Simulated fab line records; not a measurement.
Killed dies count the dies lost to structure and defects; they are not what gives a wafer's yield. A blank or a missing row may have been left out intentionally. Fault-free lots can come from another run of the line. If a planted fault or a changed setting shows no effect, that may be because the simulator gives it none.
fab line records	flow gf180mcu
record lots=13	wafers=39	last_day=34
route steps=602 shown DUAL_GATE@143 V1@350
lots untouched by any fault: they come from a run of this same line in which no faults occurred
start_h: start of the lot's first displayed wafer, in hours after the record's first day	wait_h: hours from the lot's prior step to this one	" unchanged from the row above	L1.1+2: a row that stands for several wafers	- value missing, or start not given	* or withheld: withheld	< > ~ a bound
route shown NAME@n: NAME is a module with steps in the file, n the number in the route of the first one	usual: mean and standard deviation over wafers with no fault	same: alike in all rows	chamber/n: place in a boat	sites: each site's reading	_std_site: the values' standard deviation	_edge_site: mean of outer sites minus mean of inner sites	radius_mm: for every site, how far away it sits from the centre of the wafer	mask NAME#n: copy n	behind: the most recent tool/chamber to have shaped the wafer	hold: why the lot was held/for how many hours/how that ended	device: the n, p or np transistor that did not switch	end of line: tests run on the same wafers once the route is complete	for a step that has no rows: nothing shown but its recipe	killed: dies lost to structure and defects at the first sort, not the wafer's yield	map: dies across one wafer; x = killed, . = not, _ = none there
set.NAME: setting as actually run; set.NAME@STEP: the setting as run at that earlier step	model.NAME: the simulator's own value behind a step, which no gauge read
steps of the route over a sample of lots; a table a step, a row a wafer
services: the hour from which a tool's chamber was out of use, counted from the record's first day as start_h (under 0 if before that day), plus the number of hours and why
## steps
# step GF_DUAL_GATE_OXIDATION_02
# recipe temp_c=900	ambient=O2	stabilise_s=600	purge_s=300	target_thk_a=108.87	ox_time_s=1602
lot.wafer	tool	chamber	start_h	wait_h
L124.2+3+5	furnace-01	0	158.27	0.0
L126.1+4+5	furnace-02	0	167.96	0.0
L127.2+3+5	furnace-01	0	176.23	0.6
L129.2+3+5	furnace-01	0	191.50	0.3
L130.1+2+4	furnace-02	0	196.70	0.6
L132.1+2+3	furnace-02	0	211.86	1.3
L133.2+3+4	furnace-02	0	217.76	1.1
L141.1+2+5	furnace-02	0	272.05	0.4
L142.3+4+6	furnace-02	0	277.10	0.1
L144.1+3+6	furnace-01	0	291.56	0.0
L145.3+5+6	furnace-01	0	299.05	0.0
L146.2+3+5	furnace-01	0	306.61	0.3
L147.1+3+5	furnace-01	0	316.48	0.6
# step GF_DUAL_GATE_THK_MEAS_03
# recipe reads=SiO2_of_DUAL_GATE_OXIDATION_02
# usual DUAL_GATE_OXIDATION_00_THK=10.98/0.22
lot.wafer	tool	chamber	start_h	wait_h	hold	DUAL_GATE_OXIDATION_00_THK[nm]
L124.2	film_metro-01	-	159.72	0.0	-	10.93
L124.3	"	-	"	"	-	10.86
L124.5	"	-	"	"	-	11.04
L126.1	film_metro-01	-	169.40	0.0	-	10.84
L126.4	"	-	"	"	-	10.95
L126.5	"	-	"	"	-	10.98
L127.2	film_metro-03	-	177.69	0.0	-	10.65
L127.3	"	-	"	"	-	10.55
L127.5	"	-	"	"	-	10.70
L129.2	film_metro-01	-	192.96	0.0	-	10.62
L129.3	"	-	"	"	-	10.85
L129.5	"	-	"	"	-	10.65
L130.1	film_metro-03	-	198.15	0.0	-	11.39
L130.2	"	-	"	"	-	11.38
L130.4	"	-	"	"	-	11.19
L132.1	film_metro-03	-	213.30	0.0	-	11.22
L132.2	"	-	"	"	-	11.15
L132.3	"	-	"	"	-	11.23
L133.2	film_metro-02	-	219.22	0.0	-	11.06
L133.3	"	-	"	"	-	11.22
L133.4	"	-	"	"	-	10.98
L141.1	film_metro-01	-	273.49	0.0	await_dispo/0.2h/release	12.55
L141.2	"	-	"	"	await_dispo/0.2h/release	12.56
L141.5	"	-	"	"	await_dispo/0.2h/release	12.77
L141.1	film_metro-01	-	273.72	0.2	-	12.58
L141.2	"	-	"	"	-	12.54
L141.5	"	-	"	"	-	12.75
L142.3	film_metro-03	-	278.57	0.0	await_dispo/0.2h/release	12.37
L142.4	"	-	"	"	await_dispo/0.2h/release	12.44
L142.6	"	-	"	"	await_dispo/0.2h/release	12.56
L142.3	film_metro-03	-	278.80	0.2	-	12.47
L142.4	"	-	"	"	-	12.47
L142.6	"	-	"	"	-	12.58
L144.1	film_metro-03	-	293.01	0.0	-	10.85
L144.3	"	-	"	"	-	10.98
L144.6	"	-	"	"	-	11.04
L145.3	film_metro-03	-	300.51	0.0	-	10.71
L145.5	"	-	"	"	-	10.54
L145.6	"	-	"	"	-	10.64
L146.2	film_metro-03	-	308.07	0.0	-	10.78
L146.3	"	-	"	"	-	10.93
L146.5	"	-	"	"	-	10.77
L147.1	film_metro-03	-	317.93	0.0	-	10.78
L147.3	"	-	"	"	-	10.91
L147.5	"	-	"	"	-	10.97
# step GF_V1_OVL_MEAS_15
# usual V1_OVL=1/5.4
lot.wafer	tool	chamber	start_h	wait_h	V1_OVL[nm]
L124.2	overlay-01	-	410.52	0.1	-8
L124.3	"	-	"	"	2
L124.5	"	-	"	"	-2
L126.1	overlay-01	-	425.21	0.1	-9
L126.4	"	-	"	"	-9
L126.5	"	-	"	"	-5
L127.2	overlay-02	-	438.18	0.1	-2
L127.3	"	-	"	"	-2
L127.5	"	-	"	"	2
L129.2	overlay-01	-	459.70	0.1	-3
L129.3	"	-	"	"	-1
L129.5	"	-	"	"	-3
L130.1	overlay-02	-	469.51	0.1	2
L130.2	"	-	"	"	4
L130.4	"	-	"	"	3
L132.1	overlay-02	-	486.36	0.1	2
L132.2	"	-	"	"	1
L132.3	"	-	"	"	5
L133.2	overlay-01	-	493.26	0.1	10
L133.3	"	-	"	"	13
L133.4	"	-	"	"	5
L141.1	overlay-02	-	558.06	0.1	4
L141.2	"	-	"	"	9
L141.5	"	-	"	"	8
L142.3	overlay-02	-	569.86	0.1	12
L142.4	"	-	"	"	8
L142.6	"	-	"	"	17
L144.1	overlay-01	-	579.16	0.1	-1
L144.3	"	-	"	"	4
L144.6	"	-	"	"	0
L145.3	overlay-01	-	587.96	0.1	8
L145.5	"	-	"	"	13
L145.6	"	-	"	"	8
L146.2	overlay-02	-	595.10	0.1	-1
L146.3	"	-	"	"	-1
L146.5	"	-	"	"	0
L147.1	overlay-01	-	608.04	0.1	3
L147.3	"	-	"	"	-5
L147.5	"	-	"	"	2
# step GF_V1_STRIP_18
# recipe chemistry=O2/N2	power_w=1400	pressure_mtorr=1500	platen_temp_c=250	o2_flow_sccm=3000	n2_flow_sccm=300	overash_fraction=0.5
# usual drypump_motor_current_A=5.9/0.5	heater_power_w=311/35	oes_product_au=0.593/0.0051
lot.wafer	tool	chamber	start_h	wait_h	drypump_motor_current_A	heater_power_w	oes_product_au	rf_hours_counter_h
L124.2	plasma_asher-03	1	410.67	-	5.9	336	0.599	67
L124.3	"	1	"	"	5.9	335	0.601	-
L124.5	"	1	"	"	5.9	330	0.599	-
L126.1	plasma_asher-01	0	425.37	-	5.3	268	0.589	28
L126.4	"	0	"	"	5.3	273	0.592	-
L126.5	"	1	"	"	6.0	348	0.602	-
L127.2	plasma_asher-01	1	438.34	-	6.0	356	0.588	29
L127.3	"	1	"	"	6.0	348	0.595	-
L127.5	"	0	"	"	5.3	271	0.589	-
L129.2	plasma_asher-01	1	459.86	-	6.0	356	0.583	32
L129.3	"	0	"	"	5.3	279	0.600	-
L129.5	"	1	"	"	6.0	352	0.595	-
L130.1	plasma_asher-01	0	469.67	-	5.3	269	0.588	33
L130.2	"	1	"	"	6.0	361	0.598	33
L130.4	"	1	"	"	6.0	348	0.596	-
L132.1	plasma_asher-03	1	486.52	-	5.9	340	0.582	75
L132.2	"	0	"	"	5.4	268	0.588	75
L132.3	"	1	"	"	5.9	326	0.591	-
L133.2	plasma_asher-01	0	493.42	-	5.3	262	0.590	35
L133.3	"	1	"	"	6.0	356	0.601	-
L133.4	"	0	"	"	5.3	267	0.593	-
L141.1	plasma_asher-01	1	558.22	-	6.0	355	0.588	41
L141.2	"	0	"	"	5.3	267	0.589	41
L141.5	"	0	"	"	5.4	274	0.587	-
L142.3	plasma_asher-01	0	570.05	-	5.3	273	0.594	-
L142.4	"	1	"	"	6.0	343	0.602	-
L142.6	"	0	"	"	5.3	273	0.586	-
L144.1	plasma_asher-03	0	579.32	-	5.4	257	0.588	85
L144.3	"	0	"	"	5.4	269	0.592	-
L144.6	"	1	"	"	5.9	329	0.593	-
L145.3	plasma_asher-04	0	588.15	-	6.6	325	0.588	-
L145.5	"	1	"	"	6.6	329	0.595	-
L145.6	"	0	"	"	6.6	322	0.597	-
L146.2	plasma_asher-03	0	595.26	-	5.4	262	0.591	87
L146.3	"	1	"	"	5.9	339	0.594	-
L146.5	"	0	"	"	5.4	254	0.589	-
L147.1	plasma_asher-04	0	608.21	-	6.6	314	0.602	96
L147.3	"	0	"	"	6.6	323	0.593	-
L147.5	"	1	"	"	6.6	321	0.585	-
# step GF_V1_SPUTTER_22
# recipe material=TiN	target_thk_nm=10	chamber_pressure_pa=5	power_w=4000	time_s=40
# usual throttle_valve_pct=29.5/0.81
lot.wafer	tool	chamber	start_h	wait_h	throttle_valve_pct
L124.2	pvd_sputter-01	-	411.27	0.0	30.2
L124.3	"	-	"	"	29.3
L124.5	"	-	"	"	29.9
L126.1	pvd_sputter-03	-	426.03	0.0	30.8
L126.4	"	-	"	"	29.1
L126.5	"	-	"	"	30.2
L127.2	pvd_sputter-01	-	438.94	0.0	28.3
L127.3	"	-	"	"	29.1
L127.5	"	-	"	"	28.9
L129.2	pvd_sputter-01	-	460.49	0.0	29.0
L129.3	"	-	"	"	28.2
L129.5	"	-	"	"	29.6
L130.1	pvd_sputter-02	-	470.27	0.0	29.2
L130.2	"	-	"	"	29.0
L130.4	"	-	"	"	28.4
L132.1	pvd_sputter-01	-	487.15	0.0	30.0
L132.2	"	-	"	"	29.4
L132.3	"	-	"	"	28.5
L133.2	pvd_sputter-01	-	494.02	0.0	29.1
L133.3	"	-	"	"	29.9
L133.4	"	-	"	"	29.4
L141.1	pvd_sputter-02	-	558.82	0.0	29.1
L141.2	"	-	"	"	28.4
L141.5	"	-	"	"	31.0
L142.3	pvd_sputter-02	-	570.64	0.0	28.0
L142.4	"	-	"	"	29.5
L142.6	"	-	"	"	28.4
L144.1	pvd_sputter-01	-	580.26	0.0	28.7
L144.3	"	-	"	"	29.9
L144.6	"	-	"	"	28.4
L145.3	pvd_sputter-01	-	588.73	0.0	29.1
L145.5	"	-	"	"	28.8
L145.6	"	-	"	"	29.4
L146.2	pvd_sputter-03	-	595.92	0.0	30.6
L146.3	"	-	"	"	30.9
L146.5	"	-	"	"	30.5
L147.1	pvd_sputter-03	-	608.80	0.0	29.0
L147.3	"	-	"	"	30.4
L147.5	"	-	"	"	30.7
## services
tool	chamber	start_h	hours	kind
plasma_asher-03	-	172.22	1.0	repair
plasma_asher-01	-	205.78	6.8	repair
furnace-02	-	241.81	3.5	pm
pvd_sputter-03	-	264.39	2.2	repair
plasma_asher-01	-	283.09	15.6	pm
furnace-02	-	297.53	3.6	pm
furnace-01	-	308.06	4.3	pm
pvd_sputter-01	-	321.82	3.2	repair
plasma_asher-03	-	337.55	1.8	repair
pvd_sputter-02	-	343.19	14.8	repair
furnace-01	-	372.19	1.4	repair
furnace-02	-	409.40	2.0	pm
furnace-01	-	419.09	3.9	pm
furnace-02	-	427.12	3.1	pm
plasma_asher-01	-	427.25	2.8	pm
pvd_sputter-03	-	477.96	8.6	repair
pvd_sputter-03	-	489.53	4.8	repair
pvd_sputter-01	-	516.42	2.4	repair
plasma_asher-01	-	541.68	7.6	repair
furnace-02	-	547.70	10.4	repair
furnace-02	-	577.41	3.5	pm
furnace-02	-	580.92	3.6	pm
furnace-01	-	586.38	4.1	pm
furnace-01	-	590.45	4.3	pm
## key
first_sign step=GF_DUAL_GATE_THK_MEAS_03	reading=visit	direction=added
effect step=GF_DUAL_GATE_THK_MEAS_03	reading=DUAL_GATE_OXIDATION_00_THK	direction=up	sigmas=7	usual=10.98	struck=12.54
met_at GF_DUAL_GATE_OXIDATION_02
struck_lots L141,L142
tester_left_out L141,L142
not_acting_at GF_V1_OVL_MEAS_15,GF_V1_STRIP_18,GF_V1_SPUTTER_22
onset_between 217.76 272.05
fault kind=process_parameter_drift	tool=furnace-02	chamber=-	onset_h=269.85	steps=GF_DUAL_GATE_OXIDATION_02	channel=ox_time_s	offset=*	shape=step	end_h=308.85	acts_in=*	stated=*
# tester_left_out: of these lots the tester's yield and bins aren't shown, on N5 and GAA mostly nor the transistor test; their killed dies are dies lost to structure and defects alone, not to doping, threshold or leakage, so they don't give the yield
